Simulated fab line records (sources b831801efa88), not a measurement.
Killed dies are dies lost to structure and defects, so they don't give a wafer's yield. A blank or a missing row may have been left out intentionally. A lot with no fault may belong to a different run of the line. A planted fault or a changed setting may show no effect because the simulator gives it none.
One fault through the eyes of 2 desks | flow sky130 | each desk has only its own numbers; what lay behind them comes last

## AT THE TOOL OWNER'S DESK: litho track-03
Per lot that ran on this tool, the mean of the sampled wafers carrying a number, from the tool's own readings at SKY_GATE_OXIDE_SOFTBAKE_06 (time 60 s). The brackets show how far a lot's mean lies from the usual mean; more than 4 standard deviations puts the lot out of limits, marked OUT.
Columns: A = heater power total W at SKY_GATE_OXIDE_SOFTBAKE_06, usual 56.59 W; B = plate temp C at SKY_GATE_OXIDE_SOFTBAKE_06, usual 89.99 C; C = resist line temp C at SKY_GATE_OXIDE_SOFTBAKE_06, usual 22.97 C
lot  | first seen here | A               | B               | C
L483 | day 14 00:28    | 56.59           | 89.83           | 22.86
L484 | day 14 06:24    | 56.58           | 90.01           | 23.07
L485 | day 14 14:48    | 56.58           | 89.97           | 22.97
L489 | day 15 21:30    | 56.61           | 89.99           | 22.92
L491 | day 16 15:16    | 56.59           | 89.99           | 22.80
L492 | day 17 04:03    | 59.03 (+53) OUT | 92.78 (+25) OUT | 23.15
L493 | day 17 09:07    | 59.01 (+53) OUT | 92.70 (+25) OUT | 23.02
L502 | day 20 15:54    | 56.62           | 89.78           | 22.95
Finding of this desk: L492, L493 out of limits; the first was L492 at day 17 04:03, on heater power total W at SKY_GATE_OXIDE_SOFTBAKE_06. L483, L484, L485, L489, L491, L502: within limits.

## METROLOGY DESK
Means of the sampled wafers that have a number, per lot and without regard to the tool the lot ran on: this is what the gauges read. The brackets show how far a lot's mean lies from the usual mean; more than 4 standard deviations puts the lot out of limits, marked OUT.
Columns: A = CONTACT_BOW at SKY_CONTACT_BOW_MEAS_05, usual 79 um; B = METAL1_ALCU_RS at SKY_METAL1_RS_MEAS_05, usual 0.1270 ohm/sq; C = VIA1_W_THK at SKY_VIA1_THK_MEAS_23, usual 276 nm
lot  | first seen here | A  | B      | C
L483 | day 31 04:50    | 84 | 0.1288 | 276
L484 | day 31 09:49    | 80 | 0.1269 | 281
L485 | day 31 22:11    | 86 | 0.1255 | 280
L486 | day 32 03:30    | 78 | 0.1255 | 280
L489 | day 33 08:28    | 77 | 0.1251 | 277
L490 | day 33 19:50    | 82 | 0.1286 | 273
L491 | day 33 20:37    | 85 | 0.1243 | 273
L492 | day 34 06:02    | 75 | 0.1273 | 276
L493 | day 34 09:55    | 82 | 0.1270 | 274
L500 | day 36 14:35    | 77 | 0.1298 | 280
L501 | day 37 01:23    | 81 | 0.1274 | 274
L502 | day 37 03:19    | 82 | 0.1258 | 278
L503 | day 37 09:16    | 84 | 0.1285 | 276
L504 | day 37 11:41    | 80 | 0.1295 | 276
Result from this desk: across the 14 lots, nothing is out of limits.

## PUT TOGETHER
On L492, L493, at day 17 04:03, an alarm was possible from the tool owner's desk.
The metrology desk saw nothing out of limits.
The metrology desk holds a record of L492, L493, inside its limits.
All the named lots went through SKY_GATE_OXIDE_SOFTBAKE_06 on litho track-03.

## WHAT THE SIMULATOR HAD PUT IN
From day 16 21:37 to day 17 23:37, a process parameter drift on litho track-03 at SKY_GATE_OXIDE_SOFTBAKE_06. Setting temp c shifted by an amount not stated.
Lots struck among those shown: L492, L493.
Hours from the fault's start to each desk's first reading out of limits: the tool owner's desk, 6.
